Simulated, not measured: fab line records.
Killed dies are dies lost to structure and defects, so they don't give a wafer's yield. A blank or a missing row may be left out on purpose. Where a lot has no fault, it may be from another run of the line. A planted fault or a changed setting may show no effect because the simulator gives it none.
Lot-split experiment + flow sfq line + 23 wafers read from 5 lots, route of 325 steps

## SPLIT DETAILS
At SFQ_TRILAYER_M0_LITHO_EXPOSE_022 (exposes mask M0, target cd 500 nm), the setting dose mj was moved away from the recipe's 14.4 on 9 of the 23 wafers read, by -5.3% to -2.3%. For the rest of the wafers, this setting stayed at what the recipe calls for.

## FROM THE SPLIT TO THE READING: what the file shows between them, 2 steps
- SFQ_TRILAYER_M0_LITHO_PEB_024: peb time 60 s
- SFQ_TRILAYER_M0_LITHO_DEVELOP_023: time 60 s

## THE READING
M0.cd nm (the simulator's own value, which no gauge read), in nm, at SFQ_TRILAYER_M0_BARC_OPEN_METAL_ETCH_031 (etches BARC in O2, target depth 125 nm, time 41.7 s). There is no usual value for it anywhere in the file. Across the 14 wafers here that went through the recipe, the average is 524.4 nm and the standard deviation 0.84 nm.

| wafer  | tool, chamber at the split | dose mj as run | against the recipe | M0.cd nm, nm | against lot-mates on the recipe |
|--------|----------------------------|----------------|--------------------|--------------|---------------------------------|
| L074.1 | krf scanner-01, 0          | 14.4           | recipe             | 524.4        | -                               |
| L074.2 | krf scanner-01, 0          | 14.4           | recipe             | 522.9        | -                               |
| L074.3 | krf scanner-01, 0          | 14.07          | -2.3%              | 524.8        | +1.1                            |
| L074.4 | krf scanner-01, 0          | 14.07          | -2.3%              | 527.5        | +3.9                            |
| L074.5 | krf scanner-01, 0          | 14.07          | -2.3%              | 528.7        | +5.1                            |
| L075.1 | krf scanner-02, 0          | 13.64          | -5.3%              | 530.8        | +6.6                            |
| L075.3 | krf scanner-02, 0          | 14.4           | recipe             | 522.8        | -                               |
| L075.4 | krf scanner-02, 0          | 13.64          | -5.3%              | 532.7        | +8.5                            |
| L075.5 | krf scanner-02, 0          | 13.64          | -5.3%              | 531.2        | +7.0                            |
| L075.6 | krf scanner-02, 0          | 14.4           | recipe             | 525.6        | -                               |
| L079.1 | krf scanner-02, 0          | 14.4           | recipe             | 523.6        | -                               |
| L079.2 | krf scanner-02, 0          | 14.4           | recipe             | 524          | -                               |
| L079.5 | krf scanner-02, 0          | 14.4           | recipe             | 523.9        | -                               |
| L082.1 | krf scanner-01, 0          | 14.4           | recipe             | 524.8        | -                               |
| L082.2 | krf scanner-01, 0          | 13.96          | -3.1%              | 526.4        | +2.0                            |
| L082.4 | krf scanner-01, 0          | 13.96          | -3.1%              | 528.7        | +4.3                            |
| L082.5 | krf scanner-01, 0          | 14.4           | recipe             | 524          | -                               |
| L082.6 | krf scanner-01, 0          | 13.96          | -3.1%              | 526.5        | +2.1                            |
| L085.1 | krf scanner-02, 0          | 14.4           | recipe             | 525.1        | -                               |
| L085.2 | krf scanner-02, 0          | 14.4           | recipe             | 525.3        | -                               |
| L085.4 | krf scanner-02, 0          | 14.4           | recipe             | 525.2        | -                               |
| L085.5 | krf scanner-02, 0          | 14.4           | recipe             | 524.7        | -                               |
| L085.6 | krf scanner-02, 0          | 14.4           | recipe             | 524.8        | -                               |

FIT RESULTS
A straight line over all 23 wafers: M0.cd nm changes by -1.27 nm for each +1% of dose mj; r = -0.91; the points scatter about the line by 1.1 nm.
The same after taking each lot's own level away (the mean of its wafers on the recipe; 23 wafers): -1.31 nm for each +1%; r = -0.92; scatter 1.1 nm.
On that fit, the largest move of dose mj shifts the reading by 6.9 nm.
From 523.65 to 525.02 nm: that is the span of the lots' own levels, equal to 1.6 times the standard deviation above.
The two slopes are in agreement: the lot-to-lot level therefore moves the slope only a little.
Check: with one of the wafers moved furthest among these (-5.3%) left out of the fit, the line predicts +6.95 nm for it against its lot-mates. Against them it came out at +6.6 nm.

## OTHER SPLITS ON THESE WAFERS
Other splits were also applied to these wafers ahead of the reading. Each is held against what the fit with the lots' levels taken away leaves over:
| other split on the same wafers          | wafers away from the commonest value | r with M0.cd nm (lot level and that fit taken away) |
|-----------------------------------------|--------------------------------------|-----------------------------------------------------|
| SFQ_TRILAYER_L0_DEP_SPUTTER_003 power w | 10                                   | +0.47                                               |
| SFQ_TRILAYER_L0_LITHO_COAT_005 spin rpm | 6                                    | +0.07                                               |

## FILE'S OWN FIT
M0.cd nm changes by -1.29 nm for each +1% of dose mj, r = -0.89.
